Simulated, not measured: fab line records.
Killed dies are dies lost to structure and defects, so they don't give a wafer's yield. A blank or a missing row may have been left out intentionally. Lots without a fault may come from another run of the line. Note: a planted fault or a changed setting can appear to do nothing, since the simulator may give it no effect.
fab line records | flow sky130
record lots=6 wafers=18 lastDay=49
route steps=708 shown POLY_GATE@220 LDD_N@237 LDD_P@255 PAD_OPEN@708
lots that met no fault: taken from a fault-free run of the same line
startH: the number of hours between the record's first day and the start of the first shown wafer of the lot | waitH: hours from the lot's prior step to this one | " unchanged from the row above | L1.1+2: several wafers, shown together as one row | - either no value or no given start | * or withheld: withheld | < > ~ a bound
route shown NAME@n: NAME is a module with steps in the file, n the number in the route of the first one | usual: average and standard deviation across the fault-free wafers | same: alike in all rows | chamber/n: place in a boat | sites: per-site readings | _std_site: the standard deviation of these | _edge_site: mean of outer sites minus mean of inner sites | radiusMm: for every site, how far away it sits from the centre of the wafer | mask NAME#n: copy n | behind: the tool/chamber that last shaped the wafer | hold: cause of the lot's hold/its duration in hours/its outcome | device: transistor that didn't switch, given as n, p or np | end of line: at the end of the route, the tests of the same wafers | a step without rows: its recipe alone | killed: the dies lost at the first sort to structure and to defects; this is not the yield of the wafer | map: dies across one wafer; x = killed, . = not, _ = none there
set.NAME: the setting that was run; set.NAME@STEP: the one run at that earlier step | model.NAME: the simulator's own value behind a step, which no gauge read
certain route steps with their lots: each step a table, each wafer a row
services: a tool's chamber out of use, with start hour (startH, from the record's first day; less than 0 if before it), hours out, and reason
## steps
# step SKY_POLY_GATE_HMDS_06
# recipe primeTimeS=60 primeTempC=120
# step SKY_POLY_GATE_COAT_07
# recipe resist=BARC tempC=withheld timeS=withheld spinRpm=3000 resistThkNm=110
# step SKY_POLY_GATE_COAT_08
# recipe resist=KrF-thick spinRpm=3000 resistThkNm=450
# step SKY_POLY_GATE_SOFTBAKE_09
# recipe tempC=100 timeS=90 resist=KrF-thick
# step SKY_POLY_GATE_EXPOSE_10
# recipe maskId=P1M na=0.68 sourceShape=conventional sigmaOuter=0.6 targetCdNm=150 doseMj=28
# step SKY_POLY_GATE_PEB_11
# recipe pebTempC=withheld pebTimeS=withheld resist=KrF-thick
# step SKY_POLY_GATE_DEVELOP_12
# recipe developTimeS=60 resist=KrF-thick devTempC=21.56
# step SKY_POLY_GATE_CD_MEAS_13
# recipe targetCdNm=150
# usual cdNm=150.0/1.3
# columns lot.wafer tool chamber startH waitH cdNm
L611.1 cdSem-02 - 399.77 - 151.4
L611.4 " - " " 149.5
L611.6 " - " " 150.0
L614.2 cdSem-02 - 421.12 - 152.9
L614.3 " - " " 151.7
L614.6 " - " " 151.5
L613.1 cdSem-01 - 423.75 - 150.0
L613.2 " - " " 150.7
L613.3 " - " " 151.4
L621.3 cdSem-01 - 488.92 - 149.0
L621.4 " - " " 149.5
L621.6 " - " " 148.7
L624.1 cdSem-02 - 526.24 - 148.4
L624.3 " - " " 147.5
L624.5 " - " " 148.2
L625.2 cdSem-01 - 533.25 - 151.5
L625.4 " - " " 151.1
L625.6 " - " " 150.4
# step SKY_POLY_GATE_OVL_MEAS_14
# usual POLY_GATE_OVL=-1/5.2
# columns lot.wafer tool chamber startH waitH POLY_GATE_OVL[nm]
L611.1 overlay-02 - 399.89 0.1 -7
L611.4 " - " " -2
L611.6 " - " " -5
L614.2 overlay-01 - 421.22 0.1 2
L614.3 " - " " 2
L614.6 " - " " -2
L613.1 overlay-02 - 423.87 0.1 -6
L613.2 " - " " -7
L613.3 " - " " 1
L621.3 overlay-02 - 489.01 0.1 -4
L621.4 " - " " 2
L621.6 " - " " -1
L624.1 overlay-01 - 526.36 0.1 -5
L624.3 " - " " 4
L624.5 " - " " 1
L625.2 overlay-01 - 533.35 0.1 6
L625.4 " - " " 6
L625.6 " - " " 5
# step SKY_POLY_GATE_ETCH_15
# recipe chemistry=N2/H2 target=BARC ionEnergyEv=200 sourceW=500 biasW=100 pressureMtorr=30 n2FlowSccm=100 h2FlowSccm=200 stopOn=SiO2 timeS=118.5 targetDepthA=1100
# usual drypumpMotorCurrentA=5.7/0.42 oesProductAu=0.716/0.0046 throttleValvePct=13.211/0.01
# same timeS=118.5
# columns lot.wafer tool chamber startH waitH drypumpMotorCurrentA oesProductAu rfHoursCounterH throttleValvePct
L611.1 rieDiel-01 3 399.92 0.0 5.3 0.721 26 13.215
L611.4 " 1 " " 6.2 0.726 68 13.219
L611.6 " 3 " " 5.3 0.697 - 13.194
L614.2 rieDiel-03 2 421.25 0.0 5.8 0.715 81 13.215
L614.3 " 3 " " 5.5 0.717 12 13.222
L614.6 " 0 " " 5.6 0.711 - 13.215
L613.1 rieDiel-03 0 423.90 0.0 5.6 0.713 79 13.206
L613.2 " 1 " " 5.2 0.719 82 13.227
L613.3 " 2 " " 5.8 0.721 81 13.192
L621.3 rieDiel-03 3 489.03 0.0 5.6 0.718 13 13.205
L621.4 " 0 " " 5.6 0.718 80 13.218
L621.6 " 3 " " 5.5 0.713 - 13.193
L624.1 rieDiel-03 2 526.40 0.0 5.8 0.719 83 13.223
L624.3 " 1 " " 5.2 0.706 84 13.209
L624.5 " 2 " " 5.8 0.717 - 13.206
L625.2 rieDiel-02 1 533.38 0.0 6.1 0.719 40 13.218
L625.4 " 0 " " 5.6 0.712 64 13.216
L625.6 " 1 " " 6.1 0.714 - 13.207
# step SKY_POLY_GATE_ETCH_16
# recipe stopOn=poly-Si chemistry=CH3F/O2 target=Si3N4 sourceW=400 biasW=80 pressureMtorr=25 ch3fFlowSccm=40 O2_flow_sccm=30 timeS=147.5 targetDepthA=750
# usual drypumpMotorCurrentA=5.7/0.42 oesProductAu=0.641/0.005 throttleValvePct=10.535/0.0088
# same timeS=147.5
# columns lot.wafer tool chamber startH waitH drypumpMotorCurrentA oesProductAu rfHoursCounterH throttleValvePct
L611.1 rieDiel-01 3 400.00 0.0 5.3 0.645 26 10.543
L611.4 " 1 " " 6.1 0.644 68 10.528
L611.6 " 3 " " 5.3 0.645 - 10.544
L614.2 rieDiel-03 2 421.33 0.0 5.8 0.644 81 10.535
L614.3 " 3 " " 5.6 0.640 12 10.533
L614.6 " 0 " " 5.6 0.641 - 10.535
L613.1 rieDiel-03 0 423.98 0.0 5.6 0.644 79 10.558
L613.2 " 1 " " 5.2 0.636 82 10.528
L613.3 " 2 " " 5.8 0.637 81 10.545
L621.3 rieDiel-03 3 489.12 0.0 5.5 0.648 13 10.535
L621.4 " 0 " " 5.6 0.642 80 10.538
L621.6 " 3 " " 5.5 0.647 - 10.545
L624.1 rieDiel-03 2 526.48 0.0 5.8 0.645 83 10.528
L624.3 " 1 " " 5.2 0.641 84 10.554
L624.5 " 2 " " 5.8 0.636 - 10.531
L625.2 rieDiel-02 1 533.47 0.0 6.1 0.637 40 10.536
L625.4 " 0 " " 5.7 0.640 64 10.529
L625.6 " 1 " " 6.2 0.643 - 10.538
# step SKY_POLY_GATE_ETCH_17
# recipe targetDepthNm=180 stopOn=SiO2 overEtchFrac=0.56667 chemistry=HBr/Cl2 target=poly-Si icpW=400 biasW=100 pressureMtorr=10 HBr_flow_sccm=150 Cl2_flow_sccm=50 timeS=70.5
# usual drypumpMotorCurrentA=5.9/0.48 oesProductAu=0.985/0.0074 throttleValvePct=33.683/0.0093
# same timeS=70.5
# columns lot.wafer tool chamber startH waitH drypumpMotorCurrentA oesProductAu rfHoursCounterH throttleValvePct
L611.1 rieSi-02 3 400.10 0.0 6.5 0.988 42 33.687
L611.4 " 0 " " 5.5 0.974 10 33.699
L611.6 " 2 " " 6.3 0.998 - 33.685
L614.2 rieSi-02 1 421.43 0.0 5.8 0.987 5 33.671
L614.3 " 2 " " 6.2 0.980 6 33.682
L614.6 " 1 " " 5.8 0.991 - 33.673
L613.1 rieSi-01 0 424.08 0.0 6.4 0.991 2 33.668
L613.2 " 2 " " 5.6 0.983 2 33.690
L613.3 " 3 " " 5.2 0.982 3 33.675
L621.3 rieSi-01 2 489.22 0.0 5.6 0.996 2 33.681
L621.4 " 3 " " 5.2 0.970 3 33.672
L621.6 " 1 " " 6.6 0.992 - 33.691
L624.1 rieSi-02 3 526.58 0.0 6.5 0.987 43 33.685
L624.3 " 1 " " 5.8 0.994 5 33.683
L624.5 " 2 " " 6.2 0.993 - 33.676
L625.2 rieSi-02 3 533.57 0.0 6.5 0.981 43 33.666
L625.4 " 2 " " 6.3 0.986 - 33.686
L625.6 " 3 " " 6.5 0.978 - 33.692
# step SKY_POLY_GATE_STRIP_18
# recipe chemistry=O2/N2 powerW=1400 pressureMtorr=1500 platenTempC=withheld o2FlowSccm=3000 n2FlowSccm=300 overashFraction=0.5
# usual drypumpMotorCurrentA=5.9/0.36 oesProductAu=0.360/0.005 stripTimeToEndpointS=3.15/0.035
# columns lot.wafer tool chamber startH waitH drypumpMotorCurrentA oesProductAu rfHoursCounterH stripTimeToEndpointS
L611.1 plasmaAsher-03 1 400.16 0.0 6.0 0.350 71 3.17
L611.4 " 1 " " 6.1 0.364 - 3.23
L611.6 " 1 " " 6.1 0.356 - 3.15
L614.2 plasmaAsher-02 1 421.49 0.0 6.3 0.363 27 3.13
L614.3 " 0 " " 5.7 0.360 - 3.16
L614.6 " 0 " " 5.7 0.360 - 3.12
L613.1 plasmaAsher-02 0 424.14 0.0 5.7 0.353 28 3.10
L613.2 " 1 " " 6.2 0.354 28 3.14
L613.3 " 0 " " 5.7 0.364 - 3.15
L621.3 plasmaAsher-01 0 489.30 0.1 6.3 0.371 - 3.17
L621.4 " 1 " " 5.2 0.355 - 3.19
L621.6 " 0 " " 6.3 0.357 - 3.14
L624.1 plasmaAsher-01 0 526.64 0.0 6.3 0.368 9 3.12
L624.3 " 0 " " 6.3 0.348 - 3.12
L624.5 " 0 " " 6.3 0.360 - 3.11
L625.2 plasmaAsher-01 0 533.62 0.0 6.3 0.361 10 3.09
L625.4 " 0 " " 6.3 0.361 - 3.13
L625.6 " 0 " " 6.3 0.367 - 3.10
# step SKY_POLY_GATE_CLEAN_19
# recipe chemistry=SC1/SC2 mix=1:4:20 tempC=70 timeS=150 dry=n2Spin
# step SKY_POLY_GATE_OXIDATION_20
# recipe tempC=850 ambient=O2 stabiliseS=600 purgeS=300 targetThkA=40 oxTimeS=899
# step SKY_POLY_GATE_THK_MEAS_21
# recipe reads=SiO2_of_POLY_GATE_OXIDATION_20
# usual POLY_GATE_OXIDATION_THK=3.97/0.083
# columns lot.wafer tool chamber startH waitH POLY_GATE_OXIDATION_THK[nm]
L611.1 filmMetro-02 - 402.71 0.0 3.95
L611.4 " - " " 3.96
L611.6 " - " " 3.94
L613.1 filmMetro-03 - 426.64 0.0 3.75
L613.2 " - " " 3.95
L613.3 " - " " 3.83
L614.2 filmMetro-02 - 426.65 0.0 3.98
L614.3 " - " " 3.96
L614.6 " - " " 3.97
L621.3 filmMetro-03 - 490.80 0.0 3.96
L621.4 " - " " 4.03
L621.6 " - " " 3.91
L624.1 filmMetro-03 - 528.04 0.0 4.02
L624.3 " - " " 4.03
L624.5 " - " " 3.99
L625.2 filmMetro-01 - 536.44 0.0 3.95
L625.4 " - " " 3.91
L625.6 " - " " 3.87
# step SKY_POLY_GATE_CD_MEAS_22
# usual cdNm=150.0/2.3
# columns lot.wafer tool chamber startH waitH cdNm
L611.1 cdSem-01 - 402.77 0.1 149.0
L611.4 " - " " 151.6
L611.6 " - " " 147.2
L613.1 cdSem-02 - 426.70 0.1 152.2
L613.2 " - " " 147.5
L613.3 " - " " 150.8
L614.2 cdSem-01 - 426.73 0.1 153.0
L614.3 " - " " 151.2
L614.6 " - " " 152.7
L621.3 cdSem-02 - 490.89 0.1 147.4
L621.4 " - " " 151.6
L621.6 " - " " 147.8
L624.1 cdSem-02 - 528.10 0.1 151.3
L624.3 " - " " 146.1
L624.5 " - " " 150.7
L625.2 cdSem-02 - 536.52 0.1 151.6
L625.4 " - " " 153.4
L625.6 " - " " 151.0
# step SKY_LDD_N_DEHYDRATE_00
# recipe tempC=200 timeS=60
# step SKY_LDD_N_HMDS_01
# recipe primeTimeS=60 primeTempC=120
# step SKY_LDD_N_COAT_02
# recipe resist=NOVOLAK spinRpm=3000 resistThkNm=300
# step SKY_LDD_N_SOFTBAKE_03
# recipe tempC=90 timeS=60 resist=NOVOLAK
# step SKY_LDD_N_EXPOSE_04
# recipe maskId=NTM targetCdNm=840 na=0.6 sourceShape=conventional sigmaOuter=0.6 doseMj=110
# step SKY_LDD_N_PEB_05
# recipe tempC=withheld timeS=* resist=NOVOLAK
# step SKY_LDD_N_DEVELOP_06
# recipe developTimeS=60 devTempC=23
# step SKY_LDD_N_OVL_MEAS_07
# usual LDD_N_OVL=-0.6/1.3
# columns lot.wafer tool chamber startH waitH LDD_N_OVL[nm]
L611.1 overlay-02 - 432.90 0.1 -0.9
L611.4 " - " " -0.2
L611.6 " - " " 0.0
L613.1 overlay-01 - 457.00 0.1 -1.0
L613.2 " - " " 0.7
L613.3 " - " " -0.5
L614.2 overlay-02 - 457.40 0.1 0.8
L614.3 " - " " 2.1
L614.6 " - " " -2.2
L621.3 overlay-01 - 521.06 0.1 0.2
L621.4 " - " " 0.0
L621.6 " - " " 1.1
L624.1 overlay-01 - 558.05 0.1 0.5
L624.3 " - " " 0.2
L624.5 " - " " 0.7
L625.2 overlay-01 - 566.88 0.1 -1.2
L625.4 " - " " -1.8
L625.6 " - " " -1.0
# step SKY_LDD_N_IMPLANT_08
# recipe species=As energyKev=20 doseCm2=7.5e+13 tiltDeg=withheld rotationDeg=23
# step SKY_LDD_N_IMPLANT_09
# recipe species=As energyKev=20 doseCm2=7.5e+13 tiltDeg=withheld rotationDeg=113
# step SKY_LDD_N_IMPLANT_10
# recipe species=As energyKev=20 doseCm2=7.5e+13 tiltDeg=withheld rotationDeg=203
# step SKY_LDD_N_IMPLANT_11
# recipe species=As energyKev=20 doseCm2=7.5e+13 tiltDeg=withheld rotationDeg=293
# step SKY_LDD_N_IMPLANT_12
# recipe species=BF2 energyKev=50 doseCm2=5e+12 tiltDeg=30 rotationDeg=0
# step SKY_LDD_N_IMPLANT_13
# recipe species=BF2 energyKev=49.48 doseCm2=5e+12 tiltDeg=30 rotationDeg=90
# step SKY_LDD_N_IMPLANT_14
# recipe species=BF2 energyKev=50 doseCm2=5e+12 tiltDeg=30 rotationDeg=180
# step SKY_LDD_N_IMPLANT_15
# recipe species=BF2 energyKev=50 doseCm2=5e+12 tiltDeg=30 rotationDeg=270
# step SKY_LDD_N_STRIP_16
# recipe chemistry=O2/N2 powerW=1400 pressureMtorr=1500 platenTempC=withheld o2FlowSccm=3000 n2FlowSccm=300 overashFraction=0.5
# usual drypumpMotorCurrentA=5.8/0.39 oesProductAu=0.407/0.0051 stripTimeToEndpointS=4.316/0.016
# columns lot.wafer tool chamber startH waitH drypumpMotorCurrentA oesProductAu rfHoursCounterH stripTimeToEndpointS
L611.1 plasmaAsher-03 0 434.13 0.1 5.9 0.407 75 4.315
L611.4 " 0 " " 6.0 0.403 - 4.318
L611.6 " 0 " " 5.9 0.402 - 4.298
L613.1 plasmaAsher-04 1 458.23 0.1 5.7 0.403 63 4.338
L613.2 " 0 " " 5.3 0.413 63 4.320
L613.3 " 1 " " 5.7 0.409 - 4.319
L614.2 plasmaAsher-03 1 458.63 0.1 6.1 0.406 77 4.314
L614.3 " 0 " " 5.9 0.419 - 4.309
L614.6 " 0 " " 5.9 0.405 - 4.321
L621.3 plasmaAsher-01 0 522.31 0.1 6.2 0.407 - 4.332
L621.4 " 1 " " 5.2 0.412 - 4.333
L621.6 " 1 " " 5.1 0.406 - 4.304
L624.1 plasmaAsher-03 0 559.28 0.1 5.9 0.398 86 4.330
L624.3 " 0 " " 5.9 0.400 - 4.314
L624.5 " 1 " " 6.1 0.399 - 4.313
L625.2 plasmaAsher-03 1 568.11 0.1 6.1 0.400 87 4.302
L625.4 " 1 " " 6.1 0.402 - 4.291
L625.6 " 1 " " 6.1 0.402 - 4.300
# step SKY_LDD_N_TW_MEAS_17
# usual LDD_N_TW=2579/32
# columns lot.wafer tool chamber startH waitH LDD_N_TW
L611.1 filmMetro-01 - 434.23 0.1 2610
L611.4 " - " " 2597
L611.6 " - " " 2608
L613.1 filmMetro-01 - 458.33 0.1 2614
L613.2 " - " " 2600
L613.3 " - " " 2612
L614.2 filmMetro-03 - 458.74 0.1 2531
L614.3 " - " " 2524
L614.6 " - " " 2530
L621.3 filmMetro-04 - 522.40 0.1 2569
L621.4 " - " " 2573
L621.6 " - " " 2574
L624.1 filmMetro-04 - 559.38 0.1 2577
L624.3 " - " " 2580
L624.5 " - " " 2568
L625.2 filmMetro-04 - 568.22 0.1 2567
L625.4 " - " " 2583
L625.6 " - " " 2561
# step SKY_LDD_P_DEHYDRATE_00
# recipe tempC=200 timeS=60
# step SKY_LDD_P_HMDS_01
# recipe primeTimeS=60 primeTempC=120
# step SKY_LDD_P_COAT_02
# recipe resist=NOVOLAK spinRpm=3000 resistThkNm=1140
# step SKY_LDD_P_SOFTBAKE_03
# recipe tempC=90 timeS=60 resist=NOVOLAK
# step SKY_LDD_P_EXPOSE_04
# recipe maskId=PSDM na=0.6 sourceShape=conventional sigmaOuter=0.6 polarization=unpolarized targetCdNm=380 doseMj=134.9
# step SKY_LDD_P_PEB_05
# recipe tempC=withheld timeS=* resist=NOVOLAK
# step SKY_LDD_P_DEVELOP_06
# recipe resist=NOVOLAK developer=TMAH developTimeS=60 devTempC=23
# step SKY_PAD_OPEN_PROBE_99
# usual killed_at_M0_to_M3=42/6.3 killed_at_M4_up=2.8/1.9 killedAtContacts=23/5.3 killedAtFrontEnd=16/4.3 killedAtOther=0.2/0.51 killedDies=84/9.3 killedOpen=46/7.6 killedShort=38/6.3
# same grossDies=492 killedAtBackSide=0
# columns lot.wafer tool chamber startH waitH killed_at_M0_to_M3 killed_at_M4_up killedAtContacts killedAtFrontEnd killedAtOther killedDies killedOpen killedShort
L624.1 prober-02 - 1177.95 0.1 41 4 29 56 0 130 49 43
L624.3 prober-02 - 1178.05 0.2 42 2 22 53 1 120 38 43
L624.5 prober-02 - 1178.15 0.2 29 3 23 49 0 104 28 36
L625.2 prober-02 - 1185.95 0.1 48 3 20 50 0 121 54 29
L625.4 prober-02 - 1186.05 0.2 45 1 19 53 0 118 38 41
L625.6 prober-02 - 1186.15 0.2 46 1 13 43 0 103 40 30
# killed by level:class
L624.1 POLY_GATE:unspecified=38 CONTACT:geometricParticle:open=13 FIELD_ISO:geometricParticle:short=9 VIA2:geometricParticle:open=8 METAL1:geometricParticle:short=8 VIA1:geometricParticle:open=7 LI_CONTACT:geometricParticle:open=5 VIA2:geometricParticle:short=5
L624.3 POLY_GATE:unspecified=39 VIA2:geometricParticle:open=8 LI_CONTACT:geometricParticle:open=7 METAL2:geometricParticle:short=7 CONTACT:geometricParticle:open=5 CONTACT:geometricParticle:short=5 METAL1:geometricParticle:short=5 VIA3:geometricParticle:open=5
L624.5 POLY_GATE:unspecified=40 VIA1:geometricParticle:open=8 CONTACT:geometricParticle:short=7 CONTACT:geometricParticle:open=5 LI_CONTACT:geometricParticle:short=4 VIA2:geometricParticle:open=4 VIA3:geometricParticle:short=3 LI_CONTACT:geometricParticle:open=3
L625.2 POLY_GATE:unspecified=38 CONTACT:geometricParticle:open=9 LI_CONTACT:geometricParticle:open=8 VIA2:geometricParticle:open=8 VIA1:geometricParticle:open=7 METAL2:geometricParticle:short=7 VIA3:geometricParticle:open=7 FIELD_ISO:geometricParticle:short=5
L625.4 POLY_GATE:unspecified=39 METAL2:geometricParticle:short=8 VIA1:geometricParticle:open=7 VIA3:geometricParticle:short=7 LI_CONTACT:geometricParticle:open=6 VIA2:geometricParticle:open=6 POLY_GATE:geometricParticle:open=5 CONTACT:geometricParticle:short=5
L625.6 POLY_GATE:unspecified=33 VIA3:geometricParticle:open=10 VIA2:geometricParticle:open=9 VIA1:geometricParticle:open=7 LI_CONTACT:geometricParticle:open=6 METAL1:geometricParticle:short=4 VIA3:geometricParticle:short=4 METAL3:geometricParticle:short=4
# map L624.1 (x killed, . not)
__________xx...xxxxx_________
________..xx...xxxxxx._______
______x........xxxxxxx.x_____
_____.xx..x....xxxxxxx...____
____........xxxxx.xxxxxx..___
___x......x.....xxxx..x....__
__....xx.x.....x...x........_
_.x......xx......x...........
_.x.xx...x..x...x...xxxx.....
_............x...x...x.....x.
_.x....x.....................
_..x.................xxx.....
_x.x...x.................x.x.
_..xx..x..x..xx...xx...x...x.
_....xx.............x....x..x
__.....x........x.........x._
___..x..x.x..x.x.........x.__
____....x.x.....x...xx....___
_____....x.....xx.......x____
______....x.........xx.._____
________..x.x..x....x._______
__________xx.x....x._________
# map L625.2 (x killed, . not)
__________...x.xx.xx_________
________...x..xxxxx.xx_______
______....x....xxxxx.xxx_____
_____........xxxxxxxxxxx.____
____x...x.....xxxxxx.x....___
___.......x....xxxxxx......__
__...............xx.x......._
_.x....xx..xx..x....xxx..xxx.
_....x...........x..x.x......
_x...x.............x......x..
_..xxxx.x.............x......
_...........x.x.x.x..........
_x...x......x...x.....x......
_............x...x.......xx..
_x...x.xx..................x.
__.x....x...x.........xx...._
___...x.x..................__
____x..x.x..x.........x.x.___
_____x..x.x.........x...x____
______x..........x.x...._____
________.............x_______
__________..x.x...x._________
## services
# columns tool chamber startH hours kind
rieDiel-01 - 388.49 2.2 repair
plasmaAsher-04 - 389.90 2.7 repair
rieSi-02 3 392.32 1.5 repair
plasmaAsher-02 - 393.53 14.6 pm
rieSi-01 2 403.84 12.9 repair
rieDiel-01 2 410.18 3.0 repair
rieSi-01 1 413.79 51.2 repair
rieSi-02 3 420.77 5.8 repair
plasmaAsher-01 - 421.25 9.0 pm
rieSi-02 - 440.45 2.8 pm
rieSi-02 0 467.08 4.5 repair
rieDiel-02 1 469.73 6.3 repair
rieSi-02 - 475.65 0.6 repair
rieSi-01 - 485.69 2.0 repair
rieSi-01 3 512.51 18.2 repair
plasmaAsher-03 - 529.27 11.5 repair
rieDiel-03 3 530.35 7.9 repair
rieSi-02 0 532.99 12.0 repair
rieDiel-02 0 536.35 23.3 repair
rieDiel-03 2 538.53 15.4 repair
rieDiel-01 1 541.13 1.3 repair
plasmaAsher-02 - 551.50 1.8 repair
rieDiel-01 2 552.24 23.5 repair
rieDiel-01 1 562.32 5.9 repair
## key
firstSign step=SKY_PAD_OPEN_PROBE_99 reading=killedAtFrontEnd direction=up sigmas=8.2 usual=16 struck=51
effect step=SKY_PAD_OPEN_PROBE_99 reading=killedDies direction=up sigmas=3.4 usual=84 struck=116
metAt SKY_POLY_GATE_STRIP_18
struckWafers L624.1,L624.3,L624.5,L625.2,L625.4,L625.6
testerLeftOut L624,L625
onsetBetween 489.30 526.64
alsoFits time
fault kind=chamberParticleSource tool=plasmaAsher-01 chamber=- onsetH=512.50 steps=SKY_POLY_GATE_STRIP_18 ratePerVisitCm2=0.39459 endH=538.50
# testerLeftOut: of these lots the tester's yield and bins aren't shown, on N5 and GAA mostly nor the transistor test; their killed dies are dies lost to structure and defects alone, not to doping, threshold or leakage, so they don't give the yield
